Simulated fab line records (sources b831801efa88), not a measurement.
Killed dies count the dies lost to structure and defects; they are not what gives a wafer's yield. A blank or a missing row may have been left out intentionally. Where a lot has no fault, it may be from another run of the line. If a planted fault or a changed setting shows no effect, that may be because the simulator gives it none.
One fault seen from 2 desks :: flow sky130 :: each desk has only its own numbers; what lay behind them comes last

## AT THE TOOL OWNER'S DESK: pvdSputter-01
The tool's own readings at SKY_METAL4_SPUTTER_02 (material AlCu, target thk 735 nm, time 40.79 s): means of the sampled wafers that have a number, for each lot that ran on this tool. Any lot whose mean is over 4 standard deviations away from the usual mean is out of limits and marked OUT; that distance is given in the brackets.
Columns: A = throttleValvePct at SKY_METAL4_SPUTTER_02, usual 30.1 %
lot: L322
first seen here: day 42 19:57
A: 29.2

lot: L323
first seen here: day 43 01:38
A: 28.8

lot: L330
first seen here: day 44 12:30
A: 29.7

lot: L331
first seen here: day 44 22:33
A: 28.4
This desk found nothing out of limits on any of the 4 lots.

## FROM THE METROLOGY DESK
What the gauges read for every lot (on any tool): the sampled wafers with a number, averaged. Any lot whose mean is over 4 standard deviations away from the usual mean is out of limits and marked OUT; that distance is given in the brackets.
Columns: A = VIA3_W_RS at SKY_VIA3_RS_MEAS_22, usual 0.292 ohm/sq; B = VIA3_W_THK at SKY_VIA3_THK_MEAS_23, usual 397 nm; C = CAP2M_CVD_00_THK at SKY_CAP2M_THK_MEAS_01, usual 15.4 nm; D = CAP2M_TIN_RS at SKY_CAP2M_RS_MEAS_03, usual 6.90 ohm/sq; E = CAP2M_TIN_THK at SKY_CAP2M_THK_MEAS_04, usual 198.9 nm; F = CAP2M_OVL at SKY_CAP2M_OVL_MEAS_12, usual 0.2 nm; G = cdNm at SKY_METAL4_CD_MEAS_13, usual 299.9 nm
lot: L313
first seen here: day 39 18:08
A: 0.295
B: 403
C: 15.5
D: 6.91
E: 197.3
F: -0.1
G: 301.4

lot: L320
first seen here: day 42 16:54
A: 0.288
B: 399
C: 15.3
D: 6.80
E: 203.5
F: -1.8
G: 300.2

lot: L322
first seen here: day 42 19:25
A: 0.292
B: 401
C: 15.2
D: 6.84
E: 200.0
F: -1.6
G: 302.1

lot: L323
first seen here: day 43 01:08
A: 0.294
B: 393
C: 15.8
D: 6.95
E: 196.4
F: 0.2
G: 297.8

lot: L330
first seen here: day 44 11:59
A: 0.292
B: 406
C: 15.6
D: 7.03
E: 196.4
F: -0.8
G: 301.4

lot: L331
first seen here: day 44 22:01
A: 0.290
B: 393
C: 15.9
D: 6.88
E: 200.7
F: 0.7
G: 299.8
This desk found nothing out of limits on any of the 6 lots.

## PUT TOGETHER
The desk of the tool owner found nothing out of limits.
Metrology desk: nothing out of limits seen.

## WHAT THE SIMULATOR HAD INSERTED
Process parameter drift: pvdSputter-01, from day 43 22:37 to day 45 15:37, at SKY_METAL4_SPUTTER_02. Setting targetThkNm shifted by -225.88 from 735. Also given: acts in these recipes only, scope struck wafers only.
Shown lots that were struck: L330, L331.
